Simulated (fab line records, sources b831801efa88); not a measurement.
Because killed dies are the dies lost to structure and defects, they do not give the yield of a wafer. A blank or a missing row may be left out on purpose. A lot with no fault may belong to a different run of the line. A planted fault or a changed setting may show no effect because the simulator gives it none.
One fault seen from 2 desks | flow gf180mcu | every desk sees just its own numbers, and what lay behind them comes last

## AT THE TOOL OWNER'S DESK: rie diel-02
The tool's own readings at GF_PASSIVATION_ETCH_11 (etches the open film in CF4/O2, stops on TiN, target depth 1800 nm, time 400 s): means of the sampled wafers that have a number, for each lot that ran on this tool. Any lot whose mean is over 4 standard deviations away from the usual mean is out of limits and marked OUT; that distance is given in the brackets.
Columns: A = drypump motor current A at GF_PASSIVATION_ETCH_11, usual 5.6 A; B = oes product au at GF_PASSIVATION_ETCH_11, usual 0.961 a.u.; C = throttle valve pct at GF_PASSIVATION_ETCH_11, usual 5.960 %
lot  | first seen here | A   | B                | C
L712 | day 29 20:26    | 5.5 | 0.968            | 5.970
L713 | day 30 06:32    | 5.8 | 0.971            | 5.964
L717 | day 31 09:50    | 5.6 | 0.964            | 5.950
L718 | day 31 18:26    | 5.8 | 0.956            | 5.960
L725 | day 33 10:40    | 5.8 | 0.891 (-9.6) OUT | 5.940
L727 | day 33 23:29    | 5.6 | 0.897 (-8.7) OUT | 5.939
This desk's finding: out of limits on L725, L727; first on L725, day 33 10:40 (oes product au at GF_PASSIVATION_ETCH_11). In limits: L712, L713, L717, L718.

## FROM THE METROLOGY DESK
Means of the sampled wafers that have a number, per lot and without regard to the tool the lot ran on: this is what the gauges read. Any lot whose mean is over 4 standard deviations away from the usual mean is out of limits and marked OUT; that distance is given in the brackets.
Columns: A = TOP_METAL_OVL at GF_TOP_METAL_OVL_MEAS_15, usual 0.1 nm
lot  | first seen here | A
L711 | day 28 15:11    | -0.2
L712 | day 29 00:28    | -0.9
L713 | day 29 10:50    | 1.4
L714 | day 29 13:52    | 1.1
L715 | day 29 22:57    | 0.5
L716 | day 30 08:45    | -0.1
L717 | day 30 14:55    | 0.7
L718 | day 30 23:48    | -1.5
L721 | day 31 23:11    | 3.5
L722 | day 32 02:47    | 0.1
L725 | day 32 17:58    | 0.9
L727 | day 33 06:41    | -0.1
L731 | day 34 01:30    | -0.1
L732 | day 34 11:06    | 0.3
Result from this desk: across the 14 lots, nothing is out of limits.

## PUT TOGETHER
The tool owner's desk could have raised an alarm at day 33 10:40, on L725, L727.
At the metrology desk, nothing out of limits was observed.
The metrology desk has L725, L727 on record, within its limits.
All the named lots went through GF_PASSIVATION_ETCH_11 on rie diel-02.

## WHAT HAD BEEN PUT IN BY THE SIMULATOR
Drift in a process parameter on rie diel-02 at GF_PASSIVATION_ETCH_11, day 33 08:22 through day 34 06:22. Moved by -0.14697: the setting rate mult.
Shown lots that were struck: L725, L727.
Time in hours from fault onset to the first out-of-limits reading at each desk: the tool owner's desk, 2.
